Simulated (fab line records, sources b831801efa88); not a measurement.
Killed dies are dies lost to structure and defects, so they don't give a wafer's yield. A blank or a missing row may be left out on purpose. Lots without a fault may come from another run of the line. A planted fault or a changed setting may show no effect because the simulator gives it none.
Which tool did it? | flow sky130 | 13 lots, 38 wafers sampled, at 5 steps of a route of 708

WHAT THE GAUGES READ, wafer by wafer
SKY_LDD_LDN_TW_MEAS_13. Usual: LDD_LDN_TW 1485, standard deviation 9.2.
lot  | measured     | on            | LDD_LDN_TW     | flag
L988 | day 22 10:11 | film_metro-01 | 1487 1490 1483 |
L989 | day 23 01:38 | film_metro-04 | 1479 1483 1483 |
L991 | day 24 21:53 | film_metro-01 | 1494 1494 1497 |
L992 | day 25 18:03 | film_metro-04 | 1485 1489 1489 |
L999 | day 26 20:31 | film_metro-04 | 1490 1487 1486 |
L100 | day 27 10:10 | film_metro-04 | 1483 1485 1473 |
L101 | day 27 17:53 | film_metro-03 | 1482 1474 1481 |
L103 | day 28 05:23 | film_metro-04 | 1493 1485 1500 |
L105 | day 28 21:01 | film_metro-03 | 1472 1475      |
L106 | day 29 20:45 | film_metro-03 | 1472 1481 1472 |
L109 | day 30 08:47 | film_metro-04 | 1489 1489 1493 |
L110 | day 30 12:42 | film_metro-04 | 1484 1484 1480 |
L111 | day 31 05:35 | film_metro-03 | 1478 1474 1483 |

SKY_SD_P_TW_MEAS_11. Usual: SD_P_TW 2817, standard deviation 20.
lot  | measured     | on            | SD_P_TW        | flag
L988 | day 24 23:29 | film_metro-02 | 2815 2823 2822 |
L989 | day 26 07:25 | film_metro-01 | 2846 2830 2840 |
L991 | day 27 10:57 | film_metro-03 | 2800 2827 2813 |
L992 | day 28 07:22 | film_metro-03 | 2814 2811 2815 |
L999 | day 29 08:23 | film_metro-01 | 2855 2858 2874 |
L100 | day 29 19:39 | film_metro-02 | 2809 2814 2820 |
L101 | day 30 04:36 | film_metro-03 | 2800 2801 2799 |
L103 | day 30 15:57 | film_metro-03 | 2815 2805 2797 |
L105 | day 31 08:07 | film_metro-01 | 2861 2851      |
L106 | day 32 05:34 | film_metro-02 | 2832 2811 2821 |
L109 | day 32 18:42 | film_metro-02 | 2806 2818 2821 |
L110 | day 32 21:04 | film_metro-01 | 2833 2830 2815 |
L111 | day 33 12:55 | film_metro-03 | 2806 2801 2796 |

SKY_SD_N_CD_MEAS_07: target cd 380 nm. Usual: cd_nm 379.5 nm, standard deviation 2.4.
lot  | measured     | on        | cd_nm (nm)        | flag
L988 | day 27 10:26 | cd_sem-01 | 379.5 378.9 381.5 |
L989 | day 28 18:11 | cd_sem-01 | 380.5 383.6 381.3 |
L991 | day 29 19:26 | cd_sem-02 | 374.8 374.9 375.1 |
L992 | day 30 14:50 | cd_sem-01 | 377.6 379.5 380.5 |
L999 | day 31 15:20 | cd_sem-01 | - - -             | OFF
L100 | day 32 01:00 | cd_sem-01 | - - -             | OFF
L101 | day 32 11:41 | cd_sem-01 | 379.1 378.6 380.4 |
L103 | day 32 22:17 | cd_sem-02 | 377.0 376.9 377.4 |
L105 | day 33 13:09 | cd_sem-02 | 379.4 377.5       |
L106 | day 34 11:07 | cd_sem-01 | 375.8 375.0 375.1 |
L109 | day 34 23:35 | cd_sem-01 | 383.2 382.4 385.1 |
L110 | day 35 02:17 | cd_sem-02 | 377.6 380.3 382.2 |
L111 | day 35 17:13 | cd_sem-02 | 380.3 380.0 378.7 |

SKY_SD_N_RS_MEAS_18: measures by four-point-probe. Usual: RES_XHIGH_RS 330.3 ohm/sq, standard deviation 1.1.
lot  | measured     | on            | RES_XHIGH_RS (ohm/sq) | flag
L988 | day 27 11:31 | film_metro-02 | 330.7 331.8 330.8     |
L989 | day 28 19:16 | film_metro-02 | 329.8 331.0 330.1     |
L991 | day 29 20:31 | film_metro-03 | 329.3 329.0 329.2     |
L992 | day 30 15:55 | film_metro-02 | 330.0 330.6 330.4     |
L999 | day 31 16:25 | film_metro-03 | 328.9 328.2 330.0     |
L100 | day 32 02:05 | film_metro-03 | 329.7 328.9 330.3     |
L101 | day 32 12:46 | film_metro-03 | 330.0 329.5 329.8     |
L103 | day 32 23:22 | film_metro-02 | 331.6 332.8 334.3     |
L105 | day 33 14:14 | film_metro-01 | 330.2 331.6           |
L106 | day 34 12:12 | film_metro-03 | 326.7 329.1 328.5     |
L109 | day 35 00:40 | film_metro-03 | 329.8 330.9 330.3     |
L110 | day 35 03:41 | film_metro-02 | 329.8 329.1 329.5     |
L111 | day 35 18:18 | film_metro-01 | 331.7 330.1 330.1     |

WHICH TOOL RAN EACH LOT (tool, then ch and the chambers of the sampled wafers, then the start)
lot  | SKY_SD_N_COAT_02
L988 | litho_track-04 ch 0, day 26 19:56
L989 | litho_track-02 ch 0, day 28 03:53
L991 | litho_track-02 ch 0, day 29 05:35
L992 | litho_track-04 ch 0, day 30 00:59
L999 | litho_track-04, day 31 01:20
L100 | litho_track-02, day 31 11:33
L101 | litho_track-04 ch 0, day 31 21:59
L103 | litho_track-02 ch 0, day 32 08:53
L105 | litho_track-03 ch 0, day 33 00:25
L106 | litho_track-04 ch 0, day 33 21:38
L109 | litho_track-04 ch 0, day 34 09:56
L110 | litho_track-02 ch 0, day 34 13:02
L111 | litho_track-02 ch 0, day 35 03:42
- SKY_SD_N_COAT_02: resist thk 1140 nm.

WHAT THE TOOLS THEMSELVES READ (means of the sampled wafers that have a number; where no wafer has one, the mark that the record gives instead)
SKY_SD_N_COAT_02. Usual: chill_plate_temp_C 22.98 C, standard deviation 0.091; dispense_pressure_kPa 49 kPa, standard deviation 4.1.
lot  | tool           | chill_plate_temp_C (C) | dispense_pressure_kPa (kPa) | flag
L988 | litho_track-04 | 23.01                  | 45                          |
L989 | litho_track-02 | 23.04                  | 50                          |
L991 | litho_track-02 | 22.91                  | 50                          |
L992 | litho_track-04 | 23.08                  | 45                          |
L999 | litho_track-04 | -                      | -                           | OFF
L100 | litho_track-02 | -                      | -                           | OFF
L101 | litho_track-04 | 22.89                  | 45                          |
L103 | litho_track-02 | 22.99                  | 50                          |
L105 | litho_track-03 | 22.93                  | 56                          |
L106 | litho_track-04 | 23.03                  | 45                          |
L109 | litho_track-04 | 23.03                  | 45                          |
L110 | litho_track-02 | 23.00                  | 50                          |
L111 | litho_track-02 | 22.86                  | 50                          |

THE ANSWER, worked out from the rows above alone
Rule: a lot is off if the mean of its wafers that have a number lies more than 3 standard deviations from the usual mean. A lot without any number at a reading at which 4 lots or more have one is off too. The other lots that the step has rows for count as sound. The gauges are gone through in route order, then the tools' own readings, and for those a lot's mean is taken as printed above. The first step at which some lot is off is used, and at that step the reading that is off furthest; a lot without a number counts as furthest.
Off: L999, L100, at SKY_SD_N_CD_MEAS_07 (cd_nm). Without a number there: L999, L100.
A tool fits if, at a process step before that reading, it ran every lot that is off, and no sound lot after the first of them. The gauges at SKY_SD_N_CD_MEAS_07 aren't tried: what is off there is off at SKY_SD_N_COAT_02 too, on other tools, and a gauge's error can't cause that. None of those tried fits.

WHAT THE SIMULATOR HAD PUT IN
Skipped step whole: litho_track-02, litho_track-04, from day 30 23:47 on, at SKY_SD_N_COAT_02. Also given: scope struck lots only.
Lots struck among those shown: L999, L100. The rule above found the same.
